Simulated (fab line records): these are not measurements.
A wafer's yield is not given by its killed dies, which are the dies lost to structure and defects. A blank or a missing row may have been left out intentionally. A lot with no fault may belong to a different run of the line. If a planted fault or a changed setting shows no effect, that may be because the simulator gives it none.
fab line records | flow sky130
[record] lots = 7 wafers = 18 lastDay = 50
route steps=708 shown CAP2M@604 PAD_OPEN@708
lots untouched by any fault: they come from a run of this same line in which no faults occurred
startH: hours from the record's first day to the start of the lot's first wafer shown | waitH: time in hours since the lot's previous step | " same as the row above | L1.1+2: several wafers, shown together as one row | - no value, or no start was given | * or withheld: withheld | < > ~ a bound
route shown NAME@n: a module of which the file shows steps, and the number in the route of the first | usual: mean/standard deviation taken from wafers without a fault | same: alike in all rows | chamber/n: place in a boat | sites: each site's reading | _std_site: how widely they spread, as a standard deviation | _edge_site: inner sites' mean taken away from outer sites' mean | radiusMm: for every site, how far away it sits from the centre of the wafer | mask NAME#n: copy n | behind: tool/chamber where the wafer was last shaped | hold: why the lot went on hold/how many hours it stayed there/how the hold came to an end | device: names the non-switching transistor (n, p or np) | end of line: tests run on the same wafers once the route is complete | where a step has no rows: the recipe by itself | killed: the dies lost at the first sort to structure and to defects; this is not the yield of the wafer | map: per-die view of a wafer (x killed, . not killed, _ where there is no die)
set.NAME: the setting that was run; set.NAME@STEP: the one run at that earlier step | model.NAME: the simulator's own value behind a step, which no gauge read
lots at some steps of the route; a table a step, a row a wafer
services: from which hour (startH, from the record's first day; less than 0 if before it) a tool's chamber was out of use, for how many hours, and why
[[steps]]
[step SKY_CAP2M_THK_MEAS_01]
[recipe] reads = SiO2_of_CAP2M_CVD_00
[usual] CAP2M_CVD_00_THK = 15.42/0.21
// columns lot.wafer tool chamber startH waitH CAP2M_CVD_00_THK[nm]
L229.1 filmMetro-01 - 970.01 - 15.26
L229.5 " - " " 15.63
L232.2 filmMetro-04 - 996.77 - 15.32
L232.6 " - " " 15.61
L234.1 filmMetro-03 - 1009.36 - 15.48
L234.6 " - " " 15.61
L243.3 filmMetro-03 - 1064.44 - 15.26
L243.5 " - " " 15.51
L243.6 " - " " 15.32
L244.1 filmMetro-04 - 1070.87 - 15.19
L244.4 " - " " 15.49
L244.5 " - " " 15.53
L245.1 filmMetro-04 - 1079.41 - 15.12
L245.5 " - " " 15.48
L245.6 " - " " 15.29
L246.1 filmMetro-01 - 1081.89 - 15.30
L246.4 " - " " 15.83
L246.5 " - " " 15.82
[step SKY_CAP2M_SPUTTER_02]
[recipe] material = TiN targetThkNm = 200 tempC = 300 powerW = 6500 timeS = 166.7 chamberPressurePa = 0.4
[usual] throttleValvePct = 30.1/1
// columns lot.wafer tool chamber startH waitH throttleValvePct
L229.1 pvdSputter-02 - 970.07 0.1 31.6
L229.5 " - " " 31.3
L232.2 pvdSputter-03 - 996.82 0.0 30.7
L232.6 " - " " 30.3
L234.1 pvdSputter-03 - 1009.42 0.1 30.0
L234.6 " - " " 29.6
L243.3 pvdSputter-01 - 1064.48 0.0 28.7
L243.5 " - " " 30.2
L243.6 " - " " 29.0
L244.1 pvdSputter-01 - 1070.93 0.1 28.3
L244.4 " - " " 29.5
L244.5 " - " " 29.3
L245.1 pvdSputter-01 - 1079.47 0.1 29.3
L245.5 " - " " 30.1
L245.6 " - " " 29.1
L246.1 pvdSputter-03 - 1081.95 0.1 29.7
L246.4 " - " " 28.5
L246.5 " - " " 30.1
[step SKY_CAP2M_RS_MEAS_03]
[recipe] thkMeasGauge = four-point-probe reads = TiN_of_CAP2M_SPUTTER_02
[usual] CAP2M_TIN_RS = 6.90/0.069
// columns lot.wafer tool chamber startH waitH CAP2M_TIN_RS[ohm/sq]
L229.1 filmMetro-03 - 970.18 0.1 7.03
L229.5 " - " " 7.05
L232.2 filmMetro-03 - 996.94 0.1 6.96
L232.6 " - " " 6.93
L234.1 filmMetro-01 - 1009.53 0.1 6.75
L234.6 " - " " 6.90
L243.3 filmMetro-04 - 1064.63 0.1 6.77
L243.5 " - " " 6.82
L243.6 " - " " 6.85
L244.1 filmMetro-03 - 1071.04 0.1 6.88
L244.4 " - " " 6.99
L244.5 " - " " 6.94
L245.1 filmMetro-03 - 1079.58 0.1 6.75
L245.5 " - " " 6.84
L245.6 " - " " 6.81
L246.1 filmMetro-04 - 1082.06 0.1 6.97
L246.4 " - " " 6.88
L246.5 " - " " 6.90
[step SKY_CAP2M_THK_MEAS_04]
[recipe] thkMeasGauge = xrf reads = TiN_of_CAP2M_SPUTTER_02
[usual] CAP2M_TIN_THK = 197.1/2.1
// columns lot.wafer tool chamber startH waitH CAP2M_TIN_THK[nm]
L229.1 filmMetro-03 - 970.30 0.1 192.7
L229.5 " - " " 192.3
L232.2 filmMetro-03 - 997.05 0.1 195.1
L232.6 " - " " 196.1
L234.1 filmMetro-01 - 1009.65 0.1 201.7
L234.6 " - " " 198.3
L243.3 filmMetro-04 - 1064.73 0.1 201.2
L243.5 " - " " 199.8
L243.6 " - " " 198.3
L244.1 filmMetro-03 - 1071.16 0.1 195.8
L244.4 " - " " 192.5
L244.5 " - " " 194.4
L245.1 filmMetro-03 - 1079.70 0.1 198.8
L245.5 " - " " 197.5
L245.6 " - " " 198.2
L246.1 filmMetro-04 - 1082.18 0.1 196.6
L246.4 " - " " 198.6
L246.5 " - " " 197.1
[step SKY_CAP2M_DEHYDRATE_05]
[recipe] tempC = 200 timeS = 60
[step SKY_CAP2M_HMDS_06]
[recipe] primeTimeS = 60 primeTempC = 120
[step SKY_CAP2M_COAT_07]
[recipe] resist = NOVOLAK spinRpm = 3000 resistThkNm = 1140
[step SKY_CAP2M_SOFTBAKE_08]
[recipe] tempC = 90 timeS = 60 resist = NOVOLAK
[step SKY_CAP2M_EXPOSE_09]
[recipe] maskId = CAP2M na = 0.6 sourceShape = conventional sigmaOuter = 0.6 polarization = unpolarized targetCdNm = 1000 doseMj = 159
[step SKY_CAP2M_PEB_10]
[recipe] tempC = withheld timeS = * resist = NOVOLAK
[step SKY_CAP2M_DEVELOP_11]
[recipe] resist = NOVOLAK developer = TMAH developTimeS = 60 devTempC = 23
[step SKY_CAP2M_OVL_MEAS_12]
[usual] CAP2M_OVL = -0.1/1.3
// columns lot.wafer tool chamber startH waitH CAP2M_OVL[nm]
L229.1 overlay-02 - 992.59 0.1 -1.4
L229.5 " - " " 1.9
L232.2 overlay-02 - 1019.67 0.1 -0.8
L232.6 " - " " 1.2
L234.1 overlay-01 - 1032.66 0.1 -0.6
L234.6 " - " " 2.0
L243.3 overlay-02 - 1086.03 0.1 -3.4
L243.5 " - " " -0.5
L243.6 " - " " -1.3
L244.1 overlay-01 - 1091.69 0.1 2.0
L244.4 " - " " 1.5
L244.5 " - " " 2.3
L245.1 overlay-02 - 1099.91 0.1 -1.1
L245.5 " - " " 0.1
L245.6 " - " " -1.2
L246.1 overlay-01 - 1102.02 0.1 -1.0
L246.4 " - " " 0.7
L246.5 " - " " 0.2
[step SKY_CAP2M_METAL_ETCH_13]
[recipe] targetDepthNm = 220 stopOn = SiO2 chemistry = Cl2/BCl3 target = TiN pressureMtorr = 10 icpW = 900 biasW = 48.5 Cl2_flow_sccm = 60 bcl3FlowSccm = 30 timeS = 62.9
[usual] biasW = 48.50/0.13 drypumpMotorCurrentA = 5.4/0.35 oesProductAu = 0.943/0.0074 runLengthS = 91.0/0.33 throttleValvePct = 21.900/0.01
// columns lot.wafer tool chamber startH waitH biasW drypumpMotorCurrentA oesProductAu rfHoursCounterH runLengthS throttleValvePct model.NOVOLAK_of_CAP2M_COAT_07.thkNm model.CAP2M.featureDepthNm model.etch.depthNm
L229.1 rieMetal-01 0 992.62 0.0 - 5.7 1.000 14 75.5 21.854 1033 165.2 165.2
L229.5 " 0 " " 48.48 5.7 0.937 - 91.0 21.880 998.9 196.1 196.1
L232.2 rieMetal-01 0 1019.70 0.0 48.68 5.7 0.940 16 90.6 21.895 991.2 199 199
L232.6 " 0 " " - 5.7 1.004 - 75.1 21.872 1027 165.1 165.2
L234.1 rieMetal-01 1 1032.70 0.0 - 5.1 0.987 2 75.0 21.868 1036 163.1 163.1
L234.6 " 0 " " - 5.7 1.016 - 75.4 21.872 1034 166.5 166.5
L243.3 rieMetal-03 0 1086.08 0.0 48.68 5.1 0.949 - 91.0 21.878 988.3 204.1 204.1
L243.5 " 0 " " 48.53 5.1 0.950 - 90.9 21.888 994.8 202.1 202.1
L243.6 " 1 " " 48.58 5.0 0.941 - 90.8 21.900 991.4 201.6 201.6
L244.1 rieMetal-01 0 1091.73 0.0 48.43 5.7 0.952 19 90.9 21.898 994.8 200.8 200.8
L244.4 " 1 " " 48.43 5.2 0.931 - 90.9 21.922 997.8 197.7 197.7
L244.5 " 1 " " 48.43 5.1 0.941 - 90.8 21.896 998.4 199.2 199.2
L245.1 rieMetal-03 0 1099.95 0.0 48.67 5.1 0.965 13 91.1 21.889 987.5 204.7 204.7
L245.5 " 0 " " 48.47 5.1 0.949 - 91.2 21.906 988.8 202.4 202.4
L245.6 " 1 " " 48.48 4.9 0.944 - 91.1 21.898 986.8 203.3 203.3
L246.1 rieMetal-01 1 1102.06 0.0 48.49 5.1 0.941 8 90.6 21.892 991 198.3 198.3
L246.4 " 1 " " 48.58 5.1 0.942 - 90.7 21.909 993.7 200.8 200.8
L246.5 " 1 " " 48.58 5.1 0.940 - 91.1 21.912 993.5 200 200
[step SKY_CAP2M_STRIP_14]
[recipe] chemistry = O2/N2 powerW = 1400 pressureMtorr = 1500 platenTempC = withheld o2FlowSccm = 3000 n2FlowSccm = 300 overashFraction = 0.5
[usual] drypumpMotorCurrentA = 5.7/0.39 oesProductAu = 0.710/0.0043 stripTimeToEndpointS = 12.65/0.031
// columns lot.wafer tool chamber startH waitH drypumpMotorCurrentA oesProductAu rfHoursCounterH stripTimeToEndpointS
L229.1 plasmaAsher-02 0 992.70 0.1 6.6 0.706 82 13.05
L229.5 " 0 " " 6.6 0.707 - 12.72
L232.2 plasmaAsher-01 1 1019.78 0.1 5.8 0.706 125 12.63
L232.6 " 1 " " 5.7 0.708 - 12.98
L234.1 plasmaAsher-03 0 1032.78 0.1 5.8 0.709 59 13.09
L234.6 " 0 " " 5.8 0.711 - 13.06
L243.3 plasmaAsher-02 1 1086.17 0.1 5.4 0.704 - 12.59
L243.5 " 1 " " 5.5 0.712 - 12.68
L243.6 " 0 " " 6.6 0.706 - 12.61
L244.1 plasmaAsher-01 1 1091.80 0.1 5.8 0.709 3 12.68
L244.4 " 1 " " 5.7 0.712 - 12.70
L244.5 " 0 " " 5.3 0.708 - 12.71
L245.1 plasmaAsher-01 1 1100.03 0.1 5.7 0.710 3 12.59
L245.5 " 1 " " 5.7 0.703 - 12.62
L245.6 " 0 " " 5.3 0.701 - 12.58
L246.1 plasmaAsher-03 1 1102.13 0.1 6.0 0.709 67 12.62
L246.4 " 1 " " 6.0 0.712 - 12.66
L246.5 " 0 " " 5.8 0.707 - 12.65
[step SKY_CAP2M_STRIP_15]
[recipe] chemistry = postEtchResidueRemover timeS = 1200 tempC = 72.5
[step SKY_PAD_OPEN_PROBE_99]
[usual] defectLimitedYield = 81.9/1.9 killed_at_M0_to_M3 = 45/7.3 killed_at_M4_up = 3.2/1.8 killedAtContacts = 25/5.5 killedAtFrontEnd = 15/4.2 killedAtOther = 0.3/0.69 killedDies = 89/9.4 killedOnRim = 17/3.8 killedOpen = 49/6.6 killedShort = 40/6.4 sort_bin_3_pad_short = 0.9/0.43 sort_bin_5_function = 10.7/1.5 sort_bin_6_memory = 6.5/1.2 sortNPass = 403/9.4 sortYieldPct = 81.9/1.9
[same] grossDies = 492 killedAtBackSide = 0 sort_bin_4_leakage[%] = 0 sort_bin_8_speed[%] = 0
// columns lot.wafer tool chamber startH waitH defectLimitedYield[%] killed_at_M0_to_M3 killed_at_M4_up killedAtContacts killedAtFrontEnd killedAtOther killedDies killedOnRim killedOpen killedShort sort_bin_3_pad_short[%] sort_bin_5_function[%] sort_bin_6_memory[%] sortNPass sortYieldPct[%]
L229.1 prober-01 - 1108.28 0.1 0 43 4 32 12 401 492 96 49 42 82.3 12.2 5.5 0 0
L229.5 prober-01 - 1108.48 0.2 83.9 43 1 18 17 0 79 14 47 32 0.8 10.0 5.3 413 83.9
L232.2 prober-01 - 1130.61 0.1 84.8 37 3 24 11 0 75 20 42 33 0.6 10.4 4.3 417 84.8
L232.6 prober-01 - 1130.81 0.2 0 51 5 18 16 402 492 96 54 37 82.7 10.6 6.7 0 0
L234.1 prober-01 - 1143.96 0.1 0 43 3 22 26 398 492 96 53 41 81.7 10.0 8.3 0 0
L234.6 prober-01 - 1144.21 0.2 0 50 5 28 25 384 492 96 60 48 79.5 14.2 6.3 0 0
L243.3 prober-02 - 1184.79 0.2 75.8 61 1 37 20 0 119 23 66 53 1.0 16.9 6.3 373 75.8
L243.5 prober-02 - 1184.89 0.2 82.3 44 0 33 10 0 87 21 50 37 1.4 10.8 5.5 405 82.3
L243.6 prober-02 - 1184.94 0.2 80.5 43 1 40 12 0 96 19 56 40 0.4 12.2 6.9 396 80.5
L246.1 prober-01 - 1198.51 0.1 81.1 42 1 25 25 0 93 24 57 36 1.0 12.0 5.9 399 81.1
L246.4 prober-01 - 1198.66 0.2 80.3 47 5 18 27 0 97 15 60 37 0.8 9.6 9.3 395 80.3
L246.5 prober-01 - 1198.71 0.2 83.3 43 7 18 14 0 82 15 40 42 0.8 11.0 4.9 410 83.3
// killed by level:class
L229.1 CAP2M:areaEtch=401 VIA1:geometricParticle:open=13 CONTACT:geometricParticle:open=11 LI_CONTACT:geometricParticle:open=7 METAL2:geometricParticle:short=6 LOCAL_INTERCONNECT:geometricParticle:short=5 VIA3:geometricParticle:open=5 LI_CONTACT:geometricParticle:short=4
L229.5 VIA1:geometricParticle:open=9 METAL2:geometricParticle:short=8 VIA3:geometricParticle:open=7 LI_CONTACT:geometricParticle:open=6 CONTACT:geometricParticle:open=6 POLY_GATE:geometricParticle:open=4 POLY_GATE:geometricParticle:short=4 VIA2:geometricParticle:open=4
L232.2 CONTACT:geometricParticle:open=12 METAL2:geometricParticle:short=8 VIA1:geometricParticle:open=8 VIA2:geometricParticle:open=7 LOCAL_INTERCONNECT:geometricParticle:short=6 VIA3:geometricParticle:open=6 POLY_GATE:geometricParticle:open=4 VIA1:geometricParticle:short=3
L232.6 CAP2M:areaEtch=401 CONTACT:geometricParticle:open=9 VIA1:geometricParticle:open=9 VIA3:geometricParticle:open=9 POLY_GATE:geometricParticle:open=6 METAL1:geometricParticle:short=6 VIA2:geometricParticle:open=5 POLY_GATE:geometricParticle:short=4
L234.1 CAP2M:areaEtch=398 CONTACT:geometricParticle:open=10 VIA1:geometricParticle:open=10 FIELD_ISO:geometricParticle:short=7 POLY_GATE:geometricParticle:short=6 LI_CONTACT:geometricParticle:open=6 METAL1:geometricParticle:short=6 VIA3:geometricParticle:open=6
L234.6 CAP2M:areaEtch=384 VIA1:geometricParticle:open=15 CONTACT:geometricParticle:open=13 VIA2:geometricParticle:open=11 CONTACT:geometricParticle:short=8 METAL2:geometricParticle:short=7 VIA1:geometricParticle:short=6 FIELD_ISO:geometricParticle:short=5
L243.3 CONTACT:geometricParticle:open=15 VIA1:geometricParticle:open=10 VIA2:geometricParticle:open=9 LI_CONTACT:geometricParticle:open=9 VIA3:geometricParticle:open=9 VIA3:geometricParticle:short=8 METAL2:geometricParticle:short=7 POLY_GATE:geometricParticle:open=6
L243.5 CONTACT:geometricParticle:open=16 VIA1:geometricParticle:open=9 VIA2:geometricParticle:open=9 METAL2:geometricParticle:short=6 VIA3:geometricParticle:open=5 CONTACT:geometricParticle:short=5 LI_CONTACT:geometricParticle:short=4 LI_CONTACT:geometricParticle:open=4
L243.6 CONTACT:geometricParticle:open=17 LI_CONTACT:geometricParticle:open=9 VIA2:geometricParticle:open=9 METAL2:geometricParticle:short=8 LI_CONTACT:geometricParticle:short=7 VIA1:geometricParticle:short=7 POLY_GATE:geometricParticle:open=4 VIA1:geometricParticle:open=4
L246.1 VIA1:geometricParticle:open=12 LI_CONTACT:geometricParticle:open=9 VIA2:geometricParticle:open=7 POLY_GATE:geometricParticle:open=6 METAL2:geometricParticle:short=6 POLY_GATE:geometricParticle:short=5 CONTACT:geometricParticle:open=5 VIA3:geometricParticle:open=5
L246.4 VIA1:geometricParticle:open=15 CONTACT:geometricParticle:open=10 VIA3:geometricParticle:open=7 FIELD_ISO:geometricParticle:short=6 POLY_GATE:geometricParticle:open=6 METAL2:geometricParticle:short=6 FIELD_ISO:geometricParticle:open=5 POLY_GATE:geometricParticle:short=5
L246.5 METAL1:geometricParticle:short=8 CONTACT:geometricParticle:open=7 VIA1:geometricParticle:open=7 VIA1:geometricParticle:short=5 VIA2:geometricParticle:open=5 METAL4:geometricParticle:short=5 FIELD_ISO:geometricParticle:short=4 POLY_GATE:geometricParticle:short=4
// map L229.1 (x killed, . not)
__________xxxxxxxxxx_________
________xxxxxxxxxxxxxx_______
______xxxxxxxxxxxxxxxxxx_____
_____xxxxxxxxxxxxxxxxxxxx____
____xxxxxxxxxxxxxxxxxxxxxx___
___xxxxxxxxxxxxxxxxxxxxxxxx__
__xxxxxxxxxxxxxxxxxxxxxxxxxx_
_xxxxxxxxxxxxxxxxxxxxxxxxxxxx
_xxxxxxxxxxxxxxxxxxxxxxxxxxxx
_xxxxxxxxxxxxxxxxxxxxxxxxxxxx
_xxxxxxxxxxxxxxxxxxxxxxxxxxxx
_xxxxxxxxxxxxxxxxxxxxxxxxxxxx
_xxxxxxxxxxxxxxxxxxxxxxxxxxxx
_xxxxxxxxxxxxxxxxxxxxxxxxxxxx
_xxxxxxxxxxxxxxxxxxxxxxxxxxxx
__xxxxxxxxxxxxxxxxxxxxxxxxxx_
___xxxxxxxxxxxxxxxxxxxxxxxx__
____xxxxxxxxxxxxxxxxxxxxxx___
_____xxxxxxxxxxxxxxxxxxxx____
______xxxxxxxxxxxxxxxxxx_____
________xxxxxxxxxxxxxx_______
__________xxxxxxxxxx_________
// map L232.6 (x killed, . not)
__________xxxxxxxxxx_________
________xxxxxxxxxxxxxx_______
______xxxxxxxxxxxxxxxxxx_____
_____xxxxxxxxxxxxxxxxxxxx____
____xxxxxxxxxxxxxxxxxxxxxx___
___xxxxxxxxxxxxxxxxxxxxxxxx__
__xxxxxxxxxxxxxxxxxxxxxxxxxx_
_xxxxxxxxxxxxxxxxxxxxxxxxxxxx
_xxxxxxxxxxxxxxxxxxxxxxxxxxxx
_xxxxxxxxxxxxxxxxxxxxxxxxxxxx
_xxxxxxxxxxxxxxxxxxxxxxxxxxxx
_xxxxxxxxxxxxxxxxxxxxxxxxxxxx
_xxxxxxxxxxxxxxxxxxxxxxxxxxxx
_xxxxxxxxxxxxxxxxxxxxxxxxxxxx
_xxxxxxxxxxxxxxxxxxxxxxxxxxxx
__xxxxxxxxxxxxxxxxxxxxxxxxxx_
___xxxxxxxxxxxxxxxxxxxxxxxx__
____xxxxxxxxxxxxxxxxxxxxxx___
_____xxxxxxxxxxxxxxxxxxxx____
______xxxxxxxxxxxxxxxxxx_____
________xxxxxxxxxxxxxx_______
__________xxxxxxxxxx_________
[[services]]
// columns tool chamber startH hours kind
pvdSputter-02 - 965.40 1.8 repair
pvdSputter-01 - 968.76 1.4 repair
rieMetal-01 1 972.12 - clean
rieMetal-01 1 972.12 18.3 scheduledDown
rieMetal-01 1 972.12 18.3 ventCycle
rieMetal-03 - 986.30 15.6 pm
plasmaAsher-03 - 1009.32 9.9 repair
plasmaAsher-03 - 1021.09 0.5 repair
rieMetal-01 - 1027.03 0.1 repair
rieMetal-01 0 1041.03 5.6 repair
plasmaAsher-02 - 1054.45 13.4 repair
plasmaAsher-01 - 1055.25 9.0 pm
plasmaAsher-01 0 1055.25 9.0 ventCycle
plasmaAsher-01 1 1055.25 9.0 ventCycle
rieMetal-01 - 1057.35 1.4 pm
plasmaAsher-01 0 1064.25 - clean
plasmaAsher-01 1 1064.25 - clean
plasmaAsher-02 - 1078.01 3.9 repair
[[key]]
[firstSign] step = SKY_CAP2M_METAL_ETCH_13 reading = runLengthS direction = down sigmas = 48 usual = * struck = *
[effect] step = SKY_CAP2M_METAL_ETCH_13 reading = oesProductAu direction = up sigmas = 8 usual = 0.943 struck = 1.002
[effect] step = SKY_CAP2M_STRIP_14 reading = stripTimeToEndpointS direction = up sigmas = 13 usual = * struck = *
[effect] step = SKY_PAD_OPEN_PROBE_99 reading = killedAtOther direction = up sigmas = 99+ usual = 0.3 struck = 396.2
[modelEffect] step = SKY_CAP2M_METAL_ETCH_13 value = NOVOLAK_of_CAP2M_COAT_07.thkNm without = 995.8 struck = 1032
[moreKillsBornAt] SKY_CAP2M_METAL_ETCH_13@rieMetal-01 = 1584
metAt SKY_CAP2M_METAL_ETCH_13
struckWafers L229.1,L232.6,L234.1,L234.6
laterRowsLeftOut L229.1,L232.6,L234.1,L234.6
[fault] kind = processParameterDrift tool = rieMetal-01 chamber = - onsetH = 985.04 steps = SKY_CAP2M_METAL_ETCH_13 channel = timeS offset = * shape = step endH = 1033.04 scope = struckWafersOnly actsIn = * stated = *
// laterRowsLeftOut: the simulator's readings of these wafers behind a module that went badly wrong aren't trusted and aren't shown, but for the sort
